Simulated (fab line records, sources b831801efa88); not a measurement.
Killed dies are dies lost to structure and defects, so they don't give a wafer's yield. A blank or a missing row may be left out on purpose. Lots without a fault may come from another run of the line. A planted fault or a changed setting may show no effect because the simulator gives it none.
One fault seen from 2 desks | flow gf180mcu | each desk has only its own numbers; what lay behind them comes last

THE METROLOGY DESK
What the gauges read, lot by lot, whatever tool the lot ran on: means of the sampled wafers that have a number. A lot is out of limits, marked OUT, if its mean lies more than 4 standard deviations from the usual mean; the brackets give that distance.
Columns: A = M1_OVL at GF_M1_OVL_MEAS_15, usual -5 nm
lot  | first seen here | A
L377 | day 16 21:11    | -2
L379 | day 17 20:16    | -4
L381 | day 18 12:46    | -6
L383 | day 19 11:04    | -2
L384 | day 19 18:04    | -7
L385 | day 20 03:56    | -5
L388 | day 21 06:47    | -9
L389 | day 21 16:13    | -2
L391 | day 22 06:13    | -12
L395 | day 23 17:21    | -5
L396 | day 24 03:25    | -1
L399 | day 24 19:59    | -1
L400 | day 25 08:13    | -1
This desk's finding: nothing out of limits on any of the 13 lots.

THE TOOL OWNER'S DESK: litho_track-04
The tool's own readings at GF_M1_SOFTBAKE_10 (time 60 s): means of the sampled wafers that have a number, for each lot that ran on this tool. A lot is out of limits, marked OUT, if its mean lies more than 4 standard deviations from the usual mean; the brackets give that distance.
Columns: A = run_length_s at GF_M1_SOFTBAKE_10, usual 89.12 s
lot  | first seen here | A
L381 | day 18 00:57    | 89.17
L389 | day 21 04:16    | 90.26 (+8.7) OUT
L391 | day 21 18:28    | 90.31 (+9.1) OUT
L399 | day 24 08:58    | 89.15
This desk's finding: out of limits on L389, L391; first on L389, day 21 04:16 (run_length_s at GF_M1_SOFTBAKE_10). In limits: L381, L399.

PUT TOGETHER
The tool owner's desk could have raised an alarm at day 21 04:16, on L389, L391.
The metrology desk saw nothing out of limits.
The metrology desk has L389, L391 on record, within its limits.
Of the lots named, all ran GF_M1_SOFTBAKE_10 on litho_track-04.

WHAT THE SIMULATOR HAD PUT IN
Process parameter drift: litho_track-04, from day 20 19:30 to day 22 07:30, at GF_M1_SOFTBAKE_10. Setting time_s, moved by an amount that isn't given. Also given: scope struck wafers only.
Lots struck among those shown: L389, L391.
Hours from the fault's start to each desk's first reading out of limits: the tool owner's desk, 9.
